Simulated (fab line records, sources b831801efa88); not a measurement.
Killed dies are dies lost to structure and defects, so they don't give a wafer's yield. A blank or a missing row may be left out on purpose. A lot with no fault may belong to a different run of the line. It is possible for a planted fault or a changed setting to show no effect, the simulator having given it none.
fab line records -- flow sky130
record: lots: 6, wafers: 18, last-day: 51
route steps=708 shown LDD_N@239 PAD_OPEN@708
lots that met no fault: taken from a fault-free run of the same line
start-h: start of the lot's first displayed wafer, in hours after the record's first day -- wait-h: hours elapsed since this lot's preceding step -- " as in the row above -- L1.1+2: a row that stands for several wafers -- - no value, or no start given -- * or withheld: withheld -- < > ~ a bound
route shown NAME@n: NAME is a module with steps in the file, n the number in the route of the first one -- usual: mean and standard deviation over wafers with no fault -- same: alike in all rows -- chamber/n: place in a boat -- sites: each site's reading -- _std_site: standard deviation across them -- _edge_site: inner sites' mean taken away from outer sites' mean -- radius-mm: how far each site lies from the wafer's centre -- mask NAME#n: copy n -- behind: the most recent tool/chamber to have shaped the wafer -- hold: cause of the lot's hold/its duration in hours/its outcome -- device: transistor that didn't switch, given as n, p or np -- end of line: the tests these same wafers got at the end of their route -- a step without rows: its recipe alone -- killed: dies lost to structure and defects at the first sort, not the wafer's yield -- map: a wafer's dies, marking killed ones x, the rest . and places with no die _
set.NAME: the setting as run; set.NAME@STEP: as run at that earlier step -- model.NAME: the simulator's own value behind a step, which no gauge read
a table for each step, a row for each wafer; lots at some steps of the route
services: a tool's chamber out of use, with start hour (start-h, from the record's first day; less than 0 if before it), hours out, and reason
== steps ==
step: SKY_LDD_N_COAT_02
recipe: resist: NOVOLAK, spin-rpm: 3000, resist-thk-nm: 300
step: SKY_LDD_N_SOFTBAKE_03
recipe: temp-c: 90, time-s: 60, resist: NOVOLAK
step: SKY_LDD_N_EXPOSE_04
recipe: mask-id: NTM, target-cd-nm: 840, na: 0.6, source-shape: conventional, sigma-outer: 0.6, dose-mj: 110
step: SKY_LDD_N_PEB_05
recipe: temp-c: withheld, time-s: *, resist: NOVOLAK
step: SKY_LDD_N_DEVELOP_06
recipe: develop-time-s: 60, dev-temp-c: 23
step: SKY_LDD_N_OVL_MEAS_07
usual: LDD_N_OVL: 0.0/1.4
lot.wafer,tool,chamber,start-h,wait-h,LDD_N_OVL[nm]
L602.2,overlay-01,-,427.93,0.1,-0.9
L602.5,overlay-01,-,427.93,0.1,-1.8
L602.6,overlay-01,-,427.93,0.1,-1.5
L604.3,overlay-01,-,441.68,0.1,1.6
L604.4,overlay-01,-,441.68,0.1,-1.8
L604.5,overlay-01,-,441.68,0.1,-1.2
L612.4,overlay-01,-,514.53,0.1,1.1
L612.5,overlay-01,-,514.53,0.1,1.5
L612.6,overlay-01,-,514.53,0.1,0.9
L613.1,overlay-01,-,517.37,0.1,-0.7
L613.3,overlay-01,-,517.37,0.1,-0.7
L613.5,overlay-01,-,517.37,0.1,-3.4
L614.3,overlay-02,-,528.96,0.1,0.3
L614.4,overlay-02,-,528.96,0.1,2.2
L614.6,overlay-02,-,528.96,0.1,0.5
L623.1,overlay-01,-,602.15,0.1,-0.9
L623.2,overlay-01,-,602.15,0.1,-1.2
L623.4,overlay-01,-,602.15,0.1,-0.3
step: SKY_LDD_N_IMPLANT_08
recipe: species: As, energy-kev: 20, dose-cm2: 7.5e+13, tilt-deg: withheld, rotation-deg: 23
step: SKY_LDD_N_IMPLANT_09
recipe: species: As, energy-kev: 20, dose-cm2: 7.5e+13, tilt-deg: withheld, rotation-deg: 113
step: SKY_LDD_N_IMPLANT_10
recipe: species: As, energy-kev: 20, dose-cm2: 7.5e+13, tilt-deg: withheld, rotation-deg: 203
step: SKY_LDD_N_IMPLANT_11
recipe: species: As, energy-kev: 20, dose-cm2: 7.5e+13, tilt-deg: withheld, rotation-deg: 293
step: SKY_LDD_N_IMPLANT_12
recipe: species: BF2, energy-kev: 50, dose-cm2: 5e+12, tilt-deg: 30, rotation-deg: 0
step: SKY_LDD_N_IMPLANT_13
recipe: species: BF2, energy-kev: 50, dose-cm2: 5e+12, tilt-deg: 30, rotation-deg: 90
step: SKY_LDD_N_IMPLANT_14
recipe: species: BF2, energy-kev: 50, dose-cm2: 5e+12, tilt-deg: 30, rotation-deg: 180
usual: dose-ions-cm2: 5e+12/5.6e+09, faraday-current-uA: 28.2/0.55
lot.wafer,tool,chamber,start-h,wait-h,dose-ions-cm2,faraday-current-uA
L602.2,implanter-02,0,428.88,0.1,4.995e+12,27.1
L602.5,implanter-02,0,428.88,0.1,5.002e+12,29.3
L602.6,implanter-02,0,428.88,0.1,4.997e+12,28.2
L604.3,implanter-04,0,442.65,0.1,5.008e+12,29.1
L604.4,implanter-04,0,442.65,0.1,5.009e+12,28.6
L604.5,implanter-04,0,442.65,0.1,5.003e+12,28.4
L612.4,implanter-02,0,515.53,0.1,7.294e+12,41.2
L612.5,implanter-02,0,515.53,0.1,7.297e+12,42.0
L612.6,implanter-02,0,515.53,0.1,7.289e+12,41.8
L613.1,implanter-02,0,518.30,0.1,7.292e+12,42.0
L613.3,implanter-02,0,518.30,0.1,7.296e+12,40.9
L613.5,implanter-02,0,518.30,0.1,7.297e+12,41.2
L614.3,implanter-03,0,529.93,0.1,4.996e+12,28.2
L614.4,implanter-03,0,529.93,0.1,4.994e+12,28.1
L614.6,implanter-03,0,529.93,0.1,5.002e+12,27.6
L623.1,implanter-03,0,603.08,0.1,5.004e+12,28.9
L623.2,implanter-03,0,603.08,0.1,5.006e+12,29.2
L623.4,implanter-03,0,603.08,0.1,4.997e+12,29.2
step: SKY_LDD_N_IMPLANT_15
recipe: species: BF2, energy-kev: 50, dose-cm2: 5e+12, tilt-deg: 30, rotation-deg: 270
step: SKY_PAD_OPEN_PROBE_99
usual: killed_at_M0_to_M3: 43/7.3, killed_at_M4_up: 3.4/2.1, killed-at-contacts: 24/5.9, killed-at-front-end: 14/4, killed-at-other: 0.3/0.54, killed-dies: 85/10, killed-open: 46/7.7, killed-short: 38/6
same: gross-dies: 492, killed-at-back-side: 0
lot.wafer,tool,chamber,start-h,wait-h,killed_at_M0_to_M3,killed_at_M4_up,killed-at-contacts,killed-at-front-end,killed-at-other,killed-dies,killed-open,killed-short,model.etest.nfet_01v8_swapped.vt-sat-v,model.etest.nfet_01v8_lvt.vt-v,model.etest.nfet_01v8_swapped.vt-v,model.etest.nfet_01v8.vt-v
L602.2,prober-02,-,1107.62,0.1,36,7,28,16,2,89,46,42,0.6495,0.6162,0.7019,0.7015
L602.5,prober-02,-,1107.77,0.2,36,4,18,19,1,78,46,31,0.6461,0.6125,0.6993,0.6989
L602.6,prober-02,-,1107.82,0.2,41,2,25,12,1,81,46,35,0.6503,0.6164,0.7036,0.7033
L604.3,prober-01,-,1119.84,0.2,45,4,30,27,0,106,56,50,0.6507,0.6088,0.6991,0.699
L604.4,prober-01,-,1119.89,0.2,41,5,30,17,1,94,48,46,0.6439,0.6038,0.6934,0.6929
L604.5,prober-01,-,1119.94,0.2,51,5,29,13,0,98,55,43,0.642,0.6055,0.6927,0.6925
L612.4,prober-01,-,1164.27,0.2,44,1,25,9,1,80,37,42,0.698,0.6397,0.728,0.7263
L612.5,prober-01,-,1164.32,0.2,38,3,19,14,0,74,42,32,0.6977,0.6425,0.7285,0.7267
L612.6,prober-01,-,1164.37,0.2,32,5,18,15,0,70,33,37,0.6967,0.6439,0.725,0.7235
L613.1,prober-02,-,1164.47,0.1,49,6,24,14,0,93,53,40,0.6729,0.6218,0.7102,0.7091
L613.3,prober-02,-,1164.57,0.2,31,5,36,17,0,89,55,34,0.6788,0.621,0.7157,0.7144
L613.5,prober-02,-,1164.67,0.2,36,1,21,16,0,74,43,31,0.6774,0.6204,0.7126,0.7117
L614.3,prober-01,-,1171.69,0.2,30,5,25,16,0,76,41,35,0.6451,0.6102,0.7,0.7
L614.4,prober-01,-,1171.74,0.2,43,7,18,10,0,78,42,36,0.6583,0.6122,0.7048,0.7045
L614.6,prober-01,-,1171.84,0.2,41,3,23,11,0,78,44,34,0.6482,0.6088,0.6992,0.6993
L623.1,prober-02,-,1213.63,0.1,42,5,16,14,1,78,41,37,0.6509,0.6029,0.6924,0.6918
L623.2,prober-02,-,1213.68,0.1,32,5,18,16,1,72,38,33,0.6596,0.6156,0.702,0.7017
L623.4,prober-02,-,1213.78,0.2,55,1,18,21,0,95,46,49,0.6555,0.6114,0.7059,0.706
killed by level:class
L602.2 CONTACT:geometric-particle:open=15 VIA2:geometric-particle:open=9 METAL2:geometric-particle:short=6 METAL4:geometric-particle:short=6 LOCAL_INTERCONNECT:geometric-particle:short=5 FIELD_ISO:geometric-particle:short=4 SPACER:geometric-particle:open=4 METAL1:geometric-particle:short=4
L602.5 LI_CONTACT:geometric-particle:open=10 VIA1:geometric-particle:open=9 VIA3:geometric-particle:open=6 METAL1:geometric-particle:short=5 FIELD_ISO:geometric-particle:short=4 VIA1:geometric-particle:short=4 SPACER:geometric-particle:open=4 METAL4:geometric-particle:short=4
L602.6 LI_CONTACT:geometric-particle:open=9 CONTACT:geometric-particle:open=8 VIA2:geometric-particle:open=8 VIA1:geometric-particle:open=7 VIA3:geometric-particle:open=6 CONTACT:geometric-particle:short=5 METAL3:geometric-particle:short=5 METAL1:geometric-particle:short=4
L604.3 CONTACT:geometric-particle:open=13 POLY_GATE:geometric-particle:open=8 VIA3:geometric-particle:open=8 LOCAL_INTERCONNECT:geometric-particle:short=7 METAL1:geometric-particle:short=6 VIA1:geometric-particle:open=6 VIA2:geometric-particle:open=6 METAL3:geometric-particle:short=5
L604.4 CONTACT:geometric-particle:open=13 VIA1:geometric-particle:open=9 LI_CONTACT:geometric-particle:open=7 CONTACT:geometric-particle:short=7 VIA3:geometric-particle:open=7 METAL1:geometric-particle:short=5 FIELD_ISO:geometric-particle:short=4 VIA1:geometric-particle:short=4
L604.5 VIA1:geometric-particle:open=13 CONTACT:geometric-particle:open=11 LI_CONTACT:geometric-particle:open=8 VIA2:geometric-particle:open=8 METAL1:geometric-particle:short=7 VIA3:geometric-particle:open=6 VIA1:geometric-particle:short=5 METAL2:geometric-particle:short=5
L612.4 CONTACT:geometric-particle:open=7 LOCAL_INTERCONNECT:geometric-particle:short=7 VIA1:geometric-particle:short=7 VIA1:geometric-particle:open=7 VIA3:geometric-particle:open=6 METAL2:geometric-particle:short=5 VIA2:geometric-particle:open=5 LI_CONTACT:geometric-particle:open=4
L612.5 CONTACT:geometric-particle:open=10 VIA1:geometric-particle:open=8 VIA3:geometric-particle:open=6 FIELD_ISO:geometric-particle:short=5 VIA2:geometric-particle:open=5 VIA1:geometric-particle:short=4 VIA3:geometric-particle:short=4 LI_CONTACT:geometric-particle:open=3
L612.6 VIA1:geometric-particle:open=11 VIA1:geometric-particle:short=5 FIELD_ISO:geometric-particle:short=4 POLY_GATE:geometric-particle:short=4 LI_CONTACT:geometric-particle:open=4 LOCAL_INTERCONNECT:geometric-particle:short=4 CONTACT:geometric-particle:short=4 CONTACT:geometric-particle:open=4
L613.1 LI_CONTACT:geometric-particle:open=10 VIA1:geometric-particle:open=9 VIA2:geometric-particle:open=8 CONTACT:geometric-particle:open=7 VIA3:geometric-particle:open=7 FIELD_ISO:geometric-particle:short=6 METAL1:geometric-particle:short=5 VIA1:geometric-particle:short=5
L613.3 LI_CONTACT:geometric-particle:open=13 CONTACT:geometric-particle:open=12 VIA1:geometric-particle:open=6 METAL2:geometric-particle:short=6 FIELD_ISO:geometric-particle:open=5 CONTACT:geometric-particle:short=5 VIA3:geometric-particle:open=5 POLY_GATE:geometric-particle:open=4
L613.5 VIA1:geometric-particle:open=13 LI_CONTACT:geometric-particle:open=7 FIELD_ISO:geometric-particle:open=5 CONTACT:geometric-particle:open=5 METAL1:geometric-particle:short=5 METAL2:geometric-particle:short=5 LOCAL_INTERCONNECT:geometric-particle:short=4 POLY_GATE:geometric-particle:open=3
L614.3 CONTACT:geometric-particle:open=10 VIA1:geometric-particle:open=7 LI_CONTACT:geometric-particle:open=6 METAL2:geometric-particle:short=5 VIA3:geometric-particle:open=5 POLY_GATE:geometric-particle:short=4 VIA2:geometric-particle:short=4 METAL4:geometric-particle:short=4
L614.4 VIA1:geometric-particle:open=12 CONTACT:geometric-particle:open=10 METAL2:geometric-particle:short=10 VIA2:geometric-particle:open=6 METAL4:geometric-particle:short=5 METAL1:geometric-particle:short=4 CONTACT:geometric-particle:short=4 VIA3:geometric-particle:open=4
L614.6 VIA1:geometric-particle:open=13 CONTACT:geometric-particle:open=10 VIA2:geometric-particle:open=6 FIELD_ISO:geometric-particle:short=5 METAL1:geometric-particle:short=5 VIA3:geometric-particle:open=5 LI_CONTACT:geometric-particle:open=4 LOCAL_INTERCONNECT:geometric-particle:short=4
L623.1 METAL2:geometric-particle:short=8 VIA3:geometric-particle:open=8 CONTACT:geometric-particle:open=7 POLY_GATE:geometric-particle:open=6 VIA1:geometric-particle:open=6 VIA1:geometric-particle:short=5 METAL1:geometric-particle:short=5 LOCAL_INTERCONNECT:geometric-particle:short=4
L623.2 VIA2:geometric-particle:open=7 FIELD_ISO:geometric-particle:open=6 METAL2:geometric-particle:short=6 LI_CONTACT:geometric-particle:open=5 VIA1:geometric-particle:open=5 VIA3:geometric-particle:open=5 POLY_GATE:geometric-particle:open=4 LI_CONTACT:geometric-particle:short=4
L623.4 VIA1:geometric-particle:open=9 METAL1:geometric-particle:short=8 FIELD_ISO:geometric-particle:short=8 VIA3:geometric-particle:open=8 METAL2:geometric-particle:short=7 VIA2:geometric-particle:open=7 CONTACT:geometric-particle:open=6 FIELD_ISO:geometric-particle:open=5
== services ==
tool,chamber,start-h,hours,kind
implanter-04,-,457.26,1.4,repair
implanter-03,-,461.51,1.9,repair
implanter-02,-,485.69,4.8,pm
implanter-02,-,539.57,1.3,repair
implanter-02,-,543.15,2.1,repair
implanter-03,-,567.07,2.5,repair
implanter-02,-,576.05,3.3,repair
== key ==
first-sign: step: SKY_LDD_N_IMPLANT_14, reading: dose-ions-cm2, direction: up, sigmas: 99+, usual: *, struck: *
effect: step: SKY_LDD_N_IMPLANT_14, reading: faraday-current-uA, direction: up, sigmas: 24, usual: 28.2, struck: 41.5
model-effect: step: SKY_PAD_OPEN_PROBE_99, value: etest.nfet_01v8_swapped.vt-sat-v, without: 0.6556, struck: 0.6869
met-at SKY_LDD_N_IMPLANT_14
struck-wafers L612.4,L612.5,L612.6,L613.1,L613.3,L613.5
tester-left-out L612,L613
onset-between 428.88 515.53
fault: kind: process-parameter-drift, tool: implanter-02, chamber: -, onset-h: 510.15, steps: SKY_LDD_N_IMPLANT_14, channel: dose-cm2, offset: *, shape: step, end-h: 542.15, acts-in: *, stated: *
tester-left-out: of these lots the tester's yield and bins aren't shown, on N5 and GAA mostly nor the transistor test; their killed dies are dies lost to structure and defects alone, not to doping, threshold or leakage, so they don't give the yield
